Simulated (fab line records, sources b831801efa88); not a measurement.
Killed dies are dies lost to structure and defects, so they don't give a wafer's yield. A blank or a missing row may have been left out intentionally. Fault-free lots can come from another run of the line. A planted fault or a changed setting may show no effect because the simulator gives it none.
2 desks, one fault | flow gf180mcu | every desk sees just its own numbers, and what lay behind them comes last

## FOR THE TOOL OWNER'S DESK: implanter-02
For each lot that ran on this tool, the mean over its sampled wafers that have a number, from the tool's own readings at GF_HV_LDD_IMPLANT_36. Any lot whose mean is over 4 standard deviations away from the usual mean is out of limits and marked OUT; that distance is given in the brackets.
Columns: A = dose_ions_cm2 at GF_HV_LDD_IMPLANT_36, usual 7.502e+12; B = faraday_current_uA at GF_HV_LDD_IMPLANT_36, usual 42.4
lot  | first seen here | A                           | B
L760 | day 11 16:50    | 7.498e+12                   | 42.9
L761 | day 11 23:08    | 7.498e+12                   | 42.6
L763 | day 12 13:40    | 7.499e+12                   | 41.9
L765 | day 13 06:11    | 1.431e+13 (+99 or more) OUT | 80.4 (+44) OUT
L768 | day 14 04:28    | 1.430e+13 (+99 or more) OUT | 81.5 (+45) OUT
L776 | day 16 21:13    | 7.502e+12                   | 42.3
L777 | day 17 06:53    | 7.507e+12                   | 41.9
L781 | day 18 10:11    | 7.497e+12                   | 42.5
Finding of this desk: L765, L768 out of limits; the first was L765 at day 13 06:11, on dose_ions_cm2 at GF_HV_LDD_IMPLANT_36. L760, L761, L763, L776, L777, L781 stayed within limits.

## FROM THE METROLOGY DESK
What the gauges read, lot by lot, whatever tool the lot ran on: means of the sampled wafers that have a number. Any lot whose mean is over 4 standard deviations away from the usual mean is out of limits and marked OUT; that distance is given in the brackets.
Columns: A = VT_IMPLANT_2_TW at GF_VT_IMPLANT_TW_MEAS_21, usual 1216; B = HV_LDD_3_TW at GF_HV_LDD_TW_MEAS_38, usual 1425; C = HV_LDD_RS at GF_HV_LDD_RS_MEAS_53, usual 418.5 ohm/sq; D = SALICIDE_TIN_THK at GF_SALICIDE_THK_MEAS_05, usual 19.7 nm
lot  | first seen here | A    | B               | C               | D
L760 | day 6 07:39     | 1205 | 1434            | 417.2           | 19.7
L761 | day 6 13:07     | 1228 | 1428            | 419.1           | 19.6
L763 | day 7 02:48     | 1209 | 1421            | 418.3           | 19.5
L765 | day 7 13:40     | 1210 | 1528 (+11) OUT  | 401.9 (-18) OUT | 20.1
L768 | day 8 09:33     | 1213 | 1513 (+9.3) OUT | 401.3 (-19) OUT | 20.0
L769 | day 8 13:41     | 1215 | 1433            | 417.3           | 20.0
L775 | day 10 02:53    | 1216 | 1418            | 418.1           | 19.5
L776 | day 10 11:11    | 1218 | 1430            | 419.1           | 20.4
L777 | day 10 19:45    | 1213 | 1443            | 420.0           | 20.1
L778 | day 10 23:12    | 1237 | 1419            | 418.2           | 19.3
L779 | day 11 07:55    | 1235 | 1419            | 418.7           | 19.7
L781 | day 11 17:24    | 1206 | 1425            | 419.4           | 19.4
L782 | day 12 01:15    | 1218 | 1427            | 418.2           | 19.5
Per this desk, out of limits: L765, L768; the first was L765, day 13 06:25 (HV_LDD_3_TW at GF_HV_LDD_TW_MEAS_38). L760, L761, L763, L769, L775, L776, L777, L778, L779, L781, L782 stayed within limits.

## TAKEN TOGETHER
On L765, L768, at day 13 06:11, an alarm was possible from the tool owner's desk.
An alarm was possible from the metrology desk at day 13 06:25, on L765, L768.
On implanter-02, each named lot ran GF_HV_LDD_IMPLANT_36.

## WHAT WAS PUT IN BY THE SIMULATOR
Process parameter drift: implanter-02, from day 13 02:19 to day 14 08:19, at GF_HV_LDD_IMPLANT_36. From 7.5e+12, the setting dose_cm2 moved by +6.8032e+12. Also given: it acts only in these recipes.
Shown lots that were struck: L765, L768.
Counting hours from when the fault started, the first reading out of limits came at 4 for the tool owner's desk and at 4 for the metrology desk.
